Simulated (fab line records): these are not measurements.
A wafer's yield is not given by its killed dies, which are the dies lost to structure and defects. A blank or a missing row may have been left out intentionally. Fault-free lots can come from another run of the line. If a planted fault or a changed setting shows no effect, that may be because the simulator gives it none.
Which tool was responsible? ; flow gf180mcu ; 36 wafers from 12 lots sampled at 3 of the route's 602 steps

== WHAT THE GAUGES SHOWED, per wafer ==
GF_V4_THK_MEAS_01. Usual: for V4_CVD_00_THK the level is 602 nm and the standard deviation is 7.1.
lot;measured;on;V4_CVD_00_THK (nm);flag
L137;day 23 09:20;filmMetro-02;597 598 599;
L140;day 24 17:50;filmMetro-01;601 598 598;
L139;day 24 21:00;filmMetro-02;620 610 604;
L143;day 25 16:05;filmMetro-01;600 589 587;
L144;day 26 04:24;filmMetro-03;609 611 608;
L147;day 26 23:49;filmMetro-03;594 591 597;
L148;day 27 08:14;filmMetro-03;601 594 597;
L149;day 27 10:50;filmMetro-02;585 589 611;
L150;day 27 17:33;filmMetro-02;597 613 598;
L157;day 29 20:16;filmMetro-02;598 594 596;
L159;day 30 07:26;filmMetro-03;603 611 602;
L160;day 30 11:37;filmMetro-03;600 599 599;

GF_V5_THK_MEAS_03. Usual: for V5_CVD_02_THK the level is 1452 nm and the standard deviation is 20.
lot;measured;on;V5_CVD_02_THK (nm);flag
L137;day 26 05:54;filmMetro-02;1442 1462 1471;
L140;day 27 13:28;filmMetro-04;1481 1458 1453;
L139;day 27 16:22;filmMetro-03;1448 1490 1457;
L143;day 28 09:03;filmMetro-03;1454 1448 1470;
L144;day 28 21:31;filmMetro-03;1453 1435 1441;
L147;day 29 14:27;filmMetro-04;1438 1440 1464;
L148;day 29 22:29;filmMetro-03;1414 1446 1430;
L149;day 30 01:13;filmMetro-04;1439 1464 1483;
L150;day 30 06:58;filmMetro-04;1467 1449 1476;
L157;day 32 05:37;filmMetro-03;1448 1470 1474;
L159;day 32 16:16;filmMetro-04;1475 1471 1490;
L160;day 32 18:19;filmMetro-03;1427 1417 1414;

== WHAT TOOL EACH LOT RAN ON (gives the tool, then ch and the chambers of the sampled wafers, and finally the start) ==
lot;GF_M5_METAL_ETCH_10
L137;rieMetal-02 ch 0,1, day 26 04:59
L140;rieMetal-03 ch 0,1, day 27 12:37
L139;rieMetal-04 ch 1, day 27 15:26
L143;rieMetal-02 ch 0,1, day 28 08:08
L144;rieMetal-03 ch 0,1, day 28 20:32
L147;rieMetal-03 ch 0,1, day 29 13:28
L148;rieMetal-03 ch 0,1, day 29 21:37
L149;rieMetal-02 ch 0,1, day 30 00:20
L150;rieMetal-04 ch 0,1, day 30 06:05
L157;rieMetal-03 ch 0,1, day 32 04:44
L159;rieMetal-04 ch 0,1, day 32 15:23
L160;rieMetal-04 ch 1, day 32 17:26
- GF_M5_METAL_ETCH_10: etches the open film in Cl2/BCl3, stops on SiO2, target depth 750.8 nm, time 125.1 s.

== AS READ BY THE TOOLS THEMSELVES (means over the sampled wafers that have a number; for cases with no such wafer, the mark the record gives instead) ==
GF_M5_METAL_ETCH_10. Usual: drypumpMotorCurrentA 5.4 A, standard deviation 0.32; mfcCl2Sccm 80.00 sccm, standard deviation 0.24; oesProductAu 0.990 a.u., standard deviation 0.0056; throttleValvePct 28.229 %, standard deviation 0.0097.
lot;tool;drypumpMotorCurrentA (A);mfcCl2Sccm (sccm);oesProductAu (a.u.);throttleValvePct (%);flag
L137;rieMetal-02;5.1;79.77;0.988;28.240;
L140;rieMetal-03;5.5;79.90;0.992;28.228;
L139;rieMetal-04;5.6;80.09;0.989;28.233;
L143;rieMetal-02;5.3;80.27;0.983;28.242;
L144;rieMetal-03;5.8;79.86;0.992;28.227;
L147;rieMetal-03;5.7;80.26;0.998;28.237;
L148;rieMetal-03;5.8;79.83;0.995;28.233;
L149;rieMetal-02;5.3;79.63;0.989;28.237;
L150;rieMetal-04;5.3;80.41;0.990;28.222;
L157;rieMetal-03;5.5;79.94;0.989;28.228;
L159;rieMetal-04;5.5;80.27;0.987;28.221;
L160;rieMetal-04;5.6;80.07;0.987;28.229;

== THE ANSWER, worked out from the rows above alone ==
Rule: lot off if the mean of its wafers having a number is beyond 3 standard deviations from the usual mean. A lot without any number at a reading at which 4 lots or more have one is off too. All remaining lots with rows at the step are treated as sound. The gauges are gone through in route order, then the tools' own readings, and for those a lot's mean is taken as printed above. The first step at which some lot is off is used, and at that step the reading that is off furthest; a lot without a number counts as furthest.
No lot is off at any reading shown: from this, nothing can be told.

== WHAT THE SIMULATOR HAD INSERTED ==
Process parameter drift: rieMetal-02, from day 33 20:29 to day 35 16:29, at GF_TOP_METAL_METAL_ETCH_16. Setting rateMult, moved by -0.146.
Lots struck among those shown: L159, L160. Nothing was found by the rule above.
